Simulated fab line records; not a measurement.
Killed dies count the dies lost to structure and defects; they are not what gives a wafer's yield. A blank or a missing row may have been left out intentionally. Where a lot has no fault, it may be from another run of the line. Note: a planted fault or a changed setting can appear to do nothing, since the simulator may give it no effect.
Chamber matching ; flow gf180mcu ; 4 sister chambers for GF_V3_CMP_04 on cmp-01
The step polishes SiO2. 4 wafers are shown with their chamber, then 10 later ones without.

WAFERS, EACH WITH ITS CHAMBER
wafer;chamber;motorCurrentA (A)
L428.1;3;10.9
L439.2;0;12.7
L441.3;2;14.1
L441.5;1;10.1

WAFERS MISSING THEIR CHAMBER
wafer;motorCurrentA (A)
L441.6;13.5
L442.2;11.0
L442.4;11.9
L442.5;11.0
L443.3;12.8
L443.4;11.2
L443.6;12.3
L444.1;14.1
L444.2;11.1
L444.5;10.6

THE CHAMBER EACH PASSED THROUGH
wafer;from the rows above;in truth
L441.6;can't be placed: 2 or 0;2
L442.2;3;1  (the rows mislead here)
L442.4;can't be placed: 0 or 3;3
L442.5;3;3
L443.3;0;0
L443.4;3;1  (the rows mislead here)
L443.6;0;0
L444.1;2;2
L444.2;3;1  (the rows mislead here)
L444.5;can't be placed: 3 or 1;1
Correct placement for 4 of the 10. Not placeable from these rows: 3 (in 3, the candidates include the true chamber). Placed wrongly: 3.
How it was worked out, from the rows above alone: a wafer's distance from a chamber is the root of the sum, over the readings, of the square of ((its reading less the chamber's mean) divided by the reading's scatter). If the next closest chamber is less than 2 further off than the closest, the wafer can't be placed; otherwise it belongs to the closest. A chamber's mean is the mean of its shown wafers. The scatter (one wafer shown for each chamber): square how far every hidden wafer sits from the nearest shown wafer, average those squares and take the square root.
